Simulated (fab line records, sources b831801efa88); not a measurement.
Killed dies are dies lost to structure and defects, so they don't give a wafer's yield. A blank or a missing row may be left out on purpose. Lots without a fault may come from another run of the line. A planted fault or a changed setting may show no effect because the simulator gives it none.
Which tool did it? | flow sky130 | 10 lots, 30 wafers sampled, at 3 steps of a route of 708

WHAT THE GAUGES READ, wafer by wafer
SKY_CAPM_RS_MEAS_03: measures by four-point-probe.
lot  | measured     | on            | CAPM_TIN_RS (ohm/sq)
L778 | day 36 10:15 | film_metro-04 | 6.98 6.95 6.98
L780 | day 37 04:46 | film_metro-02 | 6.90 6.91 6.97
L788 | day 39 11:48 | film_metro-04 | 6.82 9.56 6.79
L790 | day 40 02:50 | film_metro-02 | 6.88 9.83 6.89
L794 | day 41 17:29 | film_metro-04 | 6.85 6.83 6.87
L795 | day 41 20:48 | film_metro-03 | 6.87 6.97 6.91
L798 | day 42 08:56 | film_metro-02 | 6.84 6.88 6.88
L799 | day 42 16:10 | film_metro-04 | 6.84 6.78 6.79
L800 | day 43 00:20 | film_metro-04 | 6.81 6.87 6.87
L801 | day 43 04:02 | film_metro-04 | 6.87 6.85 6.88

WHICH TOOL RAN EACH LOT (tool, then ch and the chambers of the sampled wafers, then the start)
lot  | SKY_LDD_HVN_STRIP_09                 | SKY_CAPM_SPUTTER_02
L778 | plasma_asher-04 ch 0,1, day 20 05:30 | pvd_sputter-04, day 36 10:08
L780 | plasma_asher-03 ch 1, day 21 09:00   | pvd_sputter-04, day 37 04:39
L788 | plasma_asher-04 ch 0,1, day 24 01:51 | pvd_sputter-04, day 39 11:41
L790 | plasma_asher-04 ch 0,1, day 24 18:29 | pvd_sputter-04, day 40 02:44
L794 | plasma_asher-03 ch 0,1, day 26 17:21 | pvd_sputter-02, day 41 17:23
L795 | plasma_asher-04 ch 0,1, day 26 20:06 | pvd_sputter-01, day 41 20:41
L798 | plasma_asher-03 ch 0,1, day 27 08:36 | pvd_sputter-04, day 42 08:49
L799 | plasma_asher-04 ch 0,1, day 27 23:18 | pvd_sputter-04, day 42 16:02
L800 | plasma_asher-04 ch 0,1, day 28 04:57 | pvd_sputter-04, day 43 00:13
L801 | plasma_asher-01 ch 0,1, day 28 11:47 | pvd_sputter-02, day 43 03:54
- SKY_LDD_HVN_STRIP_09: strips in O2/N2.
- SKY_CAPM_SPUTTER_02: material TiN, target thk 200 nm, time 166.7 s.

THE ANSWER, worked out from the rows above alone
Rule: what is usual is taken from the lots themselves. Put in order of their means at a reading, lots are off if they are a third of the lots or fewer, leave a main group of 4 or more, and stand apart from it by a gap of 3 or more times the standard deviation of the main group's means; of several such gaps the widest counts. A main group whose means are all the same, to the digits that the tables above print for the reading, isn't used. A lot without any number at a reading at which 4 lots or more have one is off too. The other lots that the step has rows for count as sound.
Off: L788, L790, at SKY_CAPM_RS_MEAS_03 (CAPM_TIN_RS). The main group: mean 6.88 ohm/sq, standard deviation 0.05.
A tool fits if, at a process step before that reading, it ran every lot that is off, and no sound lot after the first of them. The gauges at SKY_CAPM_RS_MEAS_03 are tried like those tools. None of those tried fits.

WHAT THE SIMULATOR HAD PUT IN
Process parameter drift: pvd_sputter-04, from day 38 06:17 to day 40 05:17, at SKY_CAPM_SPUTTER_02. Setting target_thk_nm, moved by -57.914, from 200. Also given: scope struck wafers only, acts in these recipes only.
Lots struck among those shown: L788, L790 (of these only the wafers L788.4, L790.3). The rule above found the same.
